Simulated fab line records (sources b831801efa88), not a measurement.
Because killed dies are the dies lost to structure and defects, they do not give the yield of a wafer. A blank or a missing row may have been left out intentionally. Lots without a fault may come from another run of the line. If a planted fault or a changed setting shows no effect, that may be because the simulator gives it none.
fab line records	flow gf180mcu
record lots=13	wafers=39	lastDay=34
route steps=602 shown HV_LDD@232 M1@315 M3@424
lots that met no fault: taken from a fault-free run of the same line
startH: the number of hours between the record's first day and the start of the first shown wafer of the lot	waitH: hours from the lot's prior step to this one	" same as the row above	L1.1+2: a row that stands for several wafers	- value missing, or start not given	* or withheld: withheld	< > ~ a bound
route shown NAME@n: NAME is a module with steps in the file, n the number in the route of the first one	usual: the fault-free wafers' mean and standard deviation	same: alike in all rows	chamber/n: place in a boat	sites: the reading at each site	_std_site: standard deviation across them	_edge_site: outer sites' mean less inner sites'	radiusMm: for every site, how far away it sits from the centre of the wafer	mask NAME#n: copy n	behind: tool/chamber where the wafer was last shaped	hold: what put the lot on hold/how long, in hours/how the hold closed	device: the transistor (n, p or np) that didn't switch	end of line: the same wafers' tests at the end of the route	a step given without rows: its recipe and nothing more	killed: the dies lost at the first sort to structure and to defects; this is not the yield of the wafer	map: the dies of a wafer, with x for killed, . for not killed, _ for no die there
set.NAME: the setting as run; set.NAME@STEP: as run at that earlier step	model.NAME: the simulator's own value behind a step, which no gauge read
steps of the route over a sample of lots; a table a step, a row a wafer
services: a tool's chamber out of use, with start hour (startH, from the record's first day; less than 0 if before it), hours out, and reason
## steps
# step GF_HV_LDD_CVD_56
# recipe material=Si3N4	precursor=DCS/NH3	targetThkNm=90	tempC=770	timeS=1543	pressureMtorr=250
lot.wafer	tool	chamber	startH	waitH
L137.1+3+5	lpcvd-02	0	275.29	0.1
L138.2+4+5	lpcvd-01	0	283.25	0.0
L142.3+5+6	lpcvd-02	1	312.37	0.0
L143.2+4+5	lpcvd-01	0	322.26	0.0
L144.1+2+4	lpcvd-02	0	328.03	0.1
L145.2+5+6	lpcvd-01	0	337.99	0.0
L146.3+4+6	lpcvd-01	1	346.56	0.0
L148.2+3+6	lpcvd-01	1	365.97	0.0
L153.2+3+6	lpcvd-02	0	404.85	0.0
L155.1+2+3	lpcvd-02	1	418.46	0.1
L156.1+3+6	lpcvd-01	1	425.91	0.1
L157.2+4+5	lpcvd-01	0	437.29	0.0
L160.4+5+6	lpcvd-01	1	456.59	0.0
# step GF_HV_LDD_THK_MEAS_57
# recipe reads=Si3N4_of_HV_LDD_CVD_56
# usual HV_LDD_CVD_56_THK=89.8/0.99
lot.wafer	tool	chamber	startH	waitH	HV_LDD_CVD_56_THK[nm]
L137.1	filmMetro-02	-	276.72	0.0	90.8
L137.3	"	-	"	"	89.9
L137.5	"	-	"	"	90.8
L138.2	filmMetro-01	-	284.69	0.0	89.9
L138.4	"	-	"	"	89.4
L138.5	"	-	"	"	89.3
L142.3	filmMetro-01	-	314.53	0.0	90.4
L142.5	"	-	"	"	90.3
L142.6	"	-	"	"	90.3
L143.2	filmMetro-03	-	323.70	0.0	89.4
L143.4	"	-	"	"	89.1
L143.5	"	-	"	"	89.1
L144.1	filmMetro-03	-	329.46	0.0	89.3
L144.2	"	-	"	"	89.5
L144.4	"	-	"	"	89.4
L145.2	filmMetro-03	-	339.43	0.0	90.0
L145.5	"	-	"	"	89.9
L145.6	"	-	"	"	90.1
L146.3	filmMetro-03	-	348.01	0.0	84.6
L146.4	"	-	"	"	83.6
L146.6	"	-	"	"	83.4
L148.2	filmMetro-01	-	367.42	0.0	82.5
L148.3	"	-	"	"	82.2
L148.6	"	-	"	"	82.6
L153.2	filmMetro-02	-	406.29	0.0	89.6
L153.3	"	-	"	"	90.4
L153.6	"	-	"	"	90.7
L155.1	filmMetro-01	-	419.89	0.0	90.9
L155.2	"	-	"	"	90.6
L155.3	"	-	"	"	90.2
L156.1	filmMetro-02	-	427.34	0.0	89.2
L156.3	"	-	"	"	88.8
L156.6	"	-	"	"	89.2
L157.2	filmMetro-02	-	438.73	0.0	88.4
L157.4	"	-	"	"	89.8
L157.5	"	-	"	"	89.8
L160.4	filmMetro-01	-	458.04	0.0	88.8
L160.5	"	-	"	"	88.4
L160.6	"	-	"	"	88.4
# step GF_HV_LDD_ETCHBACK_58
# recipe chemistry=CH3F/O2	target=Si3N4	stopOn=SiO2	sourceW=400	biasW=80	pressureMtorr=25	ch3fFlowSccm=40	O2_flow_sccm=30	timeS=100	targetDepthA=900
# usual drypumpMotorCurrentA=5.9/0.36	oesProductAu=0.842/0.0067	throttleValvePct=10.561/0.0088
lot.wafer	tool	chamber	startH	waitH	drypumpMotorCurrentA	oesProductAu	rfHoursCounterH	throttleValvePct
L137.1	rieDiel-04	3	276.78	0.1	6.2	0.845	3	10.560
L137.3	"	2	"	"	5.7	0.840	92	10.565
L137.5	"	0	"	"	5.4	0.849	-	10.567
L138.2	rieDiel-01	0	284.74	0.0	5.7	0.836	13	10.551
L138.4	"	3	"	"	5.7	0.840	41	10.572
L138.5	"	3	"	"	5.7	0.833	-	10.559
L142.3	rieDiel-03	0	314.57	0.0	5.6	0.852	47	10.566
L142.5	"	2	"	"	6.0	0.844	-	10.579
L142.6	"	1	"	"	6.4	0.842	-	10.574
L143.2	rieDiel-01	3	323.75	0.0	5.7	0.845	42	10.564
L143.4	"	2	"	"	6.0	0.836	51	10.552
L143.5	"	1	"	"	5.9	0.840	-	10.563
L144.1	rieDiel-03	3	329.52	0.1	5.4	0.842	9	10.558
L144.2	"	2	"	"	6.0	0.841	6	10.551
L144.4	"	1	"	"	6.4	0.842	16	10.547
L145.2	rieDiel-04	3	339.48	0.0	6.2	0.846	4	10.560
L145.5	"	3	"	"	6.3	0.838	-	10.559
L145.6	"	0	"	"	5.3	0.838	-	10.558
L146.3	rieDiel-04	2	348.05	0.0	5.6	0.823	94	10.556
L146.4	"	3	"	"	6.3	0.807	-	10.544
L146.6	"	2	"	"	5.6	0.812	-	10.544
L148.2	rieDiel-01	0	367.47	0.0	5.7	0.809	15	10.541
L148.3	"	2	"	"	6.0	0.803	52	10.556
L148.6	"	1	"	"	5.9	0.802	-	10.548
L153.2	rieDiel-03	0	406.34	0.0	5.6	0.839	49	10.553
L153.3	"	1	"	"	6.4	0.845	18	10.568
L153.6	"	0	"	"	5.6	0.844	-	10.579
L155.1	rieDiel-01	1	419.95	0.1	5.9	0.841	53	10.558
L155.2	"	2	"	"	6.1	0.852	54	10.564
L155.3	"	3	"	"	5.7	0.850	44	10.562
L156.1	rieDiel-03	2	427.40	0.1	6.0	0.839	8	10.559
L156.3	"	0	"	"	5.6	0.834	50	10.554
L156.6	"	2	"	"	6.0	0.838	-	10.551
L157.2	rieDiel-03	1	438.78	0.0	6.5	0.831	19	10.559
L157.4	"	2	"	"	6.0	0.843	9	10.546
L157.5	"	3	"	"	5.4	0.839	-	10.578
L160.4	rieDiel-04	2	458.11	0.1	5.7	0.839	-	10.565
L160.5	"	0	"	"	5.3	0.830	-	10.575
L160.6	"	3	"	"	6.2	0.832	-	10.575
# step GF_M1_SPUTTER_00
# recipe material=Ti	targetThkNm=37.5	arrivingIonEnergyEv=80	substrateTempC=200	chamberPressurePa=2	powerW=4000	timeS=150
# usual throttleValvePct=29.8/1.2
lot.wafer	tool	chamber	startH	waitH	throttleValvePct
L137.1	pvdSputter-03	-	362.63	0.1	30.9
L137.3	"	-	"	"	31.1
L137.5	"	-	"	"	28.0
L138.2	pvdSputter-03	-	372.73	0.1	28.9
L138.4	"	-	"	"	31.4
L138.5	"	-	"	"	30.7
L142.3	pvdSputter-01	-	408.58	0.1	27.7
L142.5	"	-	"	"	28.6
L142.6	"	-	"	"	27.6
L143.2	pvdSputter-02	-	418.55	0.2	30.1
L143.4	"	-	"	"	30.4
L143.5	"	-	"	"	30.6
L144.1	pvdSputter-01	-	424.18	0.2	31.4
L144.2	"	-	"	"	30.5
L144.4	"	-	"	"	27.6
L145.2	pvdSputter-02	-	434.18	0.1	30.2
L145.5	"	-	"	"	30.6
L145.6	"	-	"	"	30.0
L146.3	pvdSputter-01	-	444.70	0.2	27.2
L146.4	"	-	"	"	27.7
L146.6	"	-	"	"	30.6
L148.2	pvdSputter-01	-	465.87	0.1	27.5
L148.3	"	-	"	"	28.7
L148.6	"	-	"	"	27.8
L153.2	pvdSputter-03	-	506.33	0.2	29.2
L153.3	"	-	"	"	31.4
L153.6	"	-	"	"	30.5
L155.1	pvdSputter-03	-	519.82	0.2	31.0
L155.2	"	-	"	"	30.6
L155.3	"	-	"	"	29.0
L156.1	pvdSputter-02	-	527.30	0.1	29.8
L156.3	"	-	"	"	30.4
L156.6	"	-	"	"	30.1
L157.2	pvdSputter-02	-	537.30	0.1	30.2
L157.4	"	-	"	"	29.4
L157.5	"	-	"	"	30.2
L160.4	pvdSputter-01	-	555.24	0.1	31.4
L160.5	"	-	"	"	30.7
L160.6	"	-	"	"	31.6
# step GF_M1_SPUTTER_01
# recipe material=TiN	targetThkNm=30	powerW=6500	timeS=25	chamberPressurePa=0.4
# usual throttleValvePct=29.8/1.2
lot.wafer	tool	chamber	startH	waitH	throttleValvePct
L137.1	pvdSputter-03	-	362.73	0.1	30.7
L137.3	"	-	"	"	31.3
L137.5	"	-	"	"	28.6
L138.2	pvdSputter-03	-	372.83	0.1	29.1
L138.4	"	-	"	"	30.9
L138.5	"	-	"	"	31.1
L142.3	pvdSputter-01	-	408.68	0.1	27.7
L142.5	"	-	"	"	28.5
L142.6	"	-	"	"	27.4
L143.2	pvdSputter-02	-	418.65	0.1	30.2
L143.4	"	-	"	"	30.4
L143.5	"	-	"	"	30.6
L144.1	pvdSputter-01	-	424.28	0.1	31.1
L144.2	"	-	"	"	30.6
L144.4	"	-	"	"	27.5
L145.2	pvdSputter-02	-	434.28	0.1	30.5
L145.5	"	-	"	"	30.3
L145.6	"	-	"	"	29.6
L146.3	pvdSputter-01	-	444.80	0.1	27.4
L146.4	"	-	"	"	27.5
L146.6	"	-	"	"	30.5
L148.2	pvdSputter-01	-	465.97	0.1	27.6
L148.3	"	-	"	"	28.6
L148.6	"	-	"	"	27.7
L153.2	pvdSputter-03	-	506.43	0.1	28.9
L153.3	"	-	"	"	30.9
L153.6	"	-	"	"	30.6
L155.1	pvdSputter-03	-	519.92	0.1	30.9
L155.2	"	-	"	"	30.7
L155.3	"	-	"	"	29.0
L156.1	pvdSputter-02	-	527.41	0.1	29.8
L156.3	"	-	"	"	30.4
L156.6	"	-	"	"	29.9
L157.2	pvdSputter-02	-	537.40	0.1	30.0
L157.4	"	-	"	"	29.7
L157.5	"	-	"	"	30.4
L160.4	pvdSputter-01	-	555.35	0.1	31.0
L160.5	"	-	"	"	30.8
L160.6	"	-	"	"	31.4
# step GF_M3_OVL_MEAS_15
# usual M3_OVL=3/5.5
lot.wafer	tool	chamber	startH	waitH	M3_OVL[nm]
L137.1	overlay-01	-	487.72	0.1	8
L137.3	"	-	"	"	8
L137.5	"	-	"	"	0
L138.2	overlay-02	-	496.40	0.1	7
L138.4	"	-	"	"	5
L138.5	"	-	"	"	4
L142.3	overlay-01	-	534.78	0.1	3
L142.5	"	-	"	"	-1
L142.6	"	-	"	"	8
L143.2	overlay-01	-	544.00	0.1	11
L143.4	"	-	"	"	15
L143.5	"	-	"	"	14
L144.1	overlay-01	-	548.04	0.1	6
L144.2	"	-	"	"	7
L144.4	"	-	"	"	0
L145.2	overlay-02	-	559.15	0.1	-3
L145.5	"	-	"	"	2
L145.6	"	-	"	"	0
L146.3	overlay-02	-	568.15	0.1	11
L146.4	"	-	"	"	7
L146.6	"	-	"	"	12
L148.2	overlay-01	-	587.20	0.1	9
L148.3	"	-	"	"	2
L148.6	"	-	"	"	3
L153.2	overlay-02	-	623.05	0.1	3
L153.3	"	-	"	"	3
L153.6	"	-	"	"	10
L155.1	overlay-01	-	632.79	0.1	6
L155.2	"	-	"	"	5
L155.3	"	-	"	"	6
L156.1	overlay-02	-	641.34	0.1	-3
L156.3	"	-	"	"	1
L156.6	"	-	"	"	6
L157.2	overlay-01	-	648.24	0.1	-2
L157.4	"	-	"	"	-9
L157.5	"	-	"	"	-5
L160.4	overlay-01	-	664.89	0.1	3
L160.5	"	-	"	"	4
L160.6	"	-	"	"	3
## services
tool	chamber	startH	hours	kind
rieDiel-04	-	301.45	2.8	pm
pvdSputter-01	-	314.78	1.2	repair
pvdSputter-02	-	328.95	5.5	repair
rieDiel-03	0	333.28	2.7	repair
rieDiel-01	2	347.06	8.0	repair
rieDiel-01	1	351.98	9.0	repair
rieDiel-01	1	380.77	17.3	repair
pvdSputter-02	-	401.15	5.3	repair
rieDiel-01	3	407.40	3.6	repair
pvdSputter-01	-	414.34	1.9	repair
rieDiel-04	2	414.74	13.5	repair
pvdSputter-03	-	417.67	23.2	repair
lpcvd-02	-	421.25	1.2	repair
rieDiel-01	2	444.19	3.7	repair
rieDiel-04	1	444.60	15.0	repair
rieDiel-03	3	458.28	6.6	repair
pvdSputter-03	-	458.79	3.7	repair
pvdSputter-03	-	460.62	4.5	repair
rieDiel-03	-	463.13	14.6	pm
rieDiel-04	1	482.30	10.7	repair
rieDiel-01	2	501.54	3.5	repair
rieDiel-01	1	508.60	9.1	repair
pvdSputter-02	-	532.31	4.7	repair
pvdSputter-03	-	541.15	1.8	repair
## key
firstSign step=GF_HV_LDD_THK_MEAS_57	reading=HV_LDD_CVD_56_THK	direction=down	sigmas=6.7	usual=89.8	struck=83.1
effect step=GF_HV_LDD_ETCHBACK_58	reading=oesProductAu	direction=down	sigmas=4.9	usual=0.842	struck=0.810
metAt GF_HV_LDD_CVD_56
struckLots L146,L148
struckWafers L146.3,L146.4,L146.6,L148.2,L148.3,L148.6
testerLeftOut L146,L148
notActingAt GF_M1_SPUTTER_00,GF_M1_SPUTTER_01,GF_M3_OVL_MEAS_15
fault kind=processParameterDrift	tool=lpcvd-01	chamber=1	onsetH=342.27	steps=GF_HV_LDD_CVD_56	channel=targetThkNm	offset=-6.4735	shape=step	endH=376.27	actsIn=theseRecipesOnly	stated=90
# testerLeftOut: of these lots the tester's yield and bins aren't shown, on N5 and GAA mostly nor the transistor test; their killed dies are dies lost to structure and defects alone, not to doping, threshold or leakage, so they don't give the yield
